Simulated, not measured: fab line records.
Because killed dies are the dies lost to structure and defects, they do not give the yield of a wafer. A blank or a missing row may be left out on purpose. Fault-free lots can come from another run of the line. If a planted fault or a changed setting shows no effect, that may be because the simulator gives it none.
What tool caused it?    flow gf180mcu    11 lots with 33 wafers sampled at 2 steps, on a route of 602 steps

## WHAT THE GAUGES SHOWED, per wafer
GF_V5_RS_MEAS_24: the measuring method here is four-point-probe.
lot   measured      on            V5_W_RS (ohm/sq)
L843  day 28 20:17  filmMetro-03  0.336 0.321 0.333
L847  day 29 20:50  filmMetro-03  0.337 0.337 0.340
L846  day 29 22:02  filmMetro-01  0.329 0.340 0.330
L848  day 30 03:32  filmMetro-03  0.333 0.331 0.335
L855  day 32 01:38  filmMetro-02  0.321 0.327 0.322
L856  day 32 07:13  filmMetro-02  0.330 0.335 0.329
L857  day 32 21:41  filmMetro-02  0.322 0.324 0.327
L859  day 33 02:26  filmMetro-03  0.326 0.330 0.329
L860  day 33 06:09  filmMetro-02  0.330 0.334 0.322
L862  day 33 17:17  filmMetro-02  0.332 0.333 0.332
L863  day 33 18:02  filmMetro-01  0.329 0.330 0.327

## WHAT TOOL EACH LOT RAN ON (gives the tool, then ch and the chambers of the sampled wafers, and finally the start)
lot   GF_M5_METAL_ETCH_10
L843  rieMetal-02 ch 0, day 27 21:57
L847  rieMetal-02 ch 0,1, day 28 22:52
L846  rieMetal-03 ch 0,1, day 29 00:30
L848  rieMetal-01 ch 0,1, day 29 05:24
L855  rieMetal-02 ch 0,1, day 31 05:37
L856  rieMetal-03 ch 0,1, day 31 11:32
L857  rieMetal-01 ch 0,1, day 32 01:59
L859  rieMetal-02 ch 0,1, day 32 06:40
L860  rieMetal-01 ch 1, day 32 11:07
L862  rieMetal-01 ch 0,1, day 32 22:43
L863  rieMetal-02 ch 0,1, day 32 23:25
- GF_M5_METAL_ETCH_10: etches the open film in Cl2/BCl3, stops on SiO2, target depth 627.5 nm, time 104.6 s.

## THE ANSWER, worked out from the rows above alone
Rule: the lots themselves supply what counts as usual. Put in order of their means at a reading, lots are off if they are a third of the lots or fewer, leave a main group of 4 or more, and stand apart from it by a gap of 3 or more times the standard deviation of the main group's means; of several such gaps the widest counts. A main group whose means are all the same, to the digits that the tables above print for the reading, isn't used. Also off: a lot with no number at a reading for which 4 or more lots have one. Where the step has rows for the other lots, those lots are counted as sound.
No lot is off at any reading shown: from this, nothing can be told.

## WHAT THE SIMULATOR HAD PUT IN
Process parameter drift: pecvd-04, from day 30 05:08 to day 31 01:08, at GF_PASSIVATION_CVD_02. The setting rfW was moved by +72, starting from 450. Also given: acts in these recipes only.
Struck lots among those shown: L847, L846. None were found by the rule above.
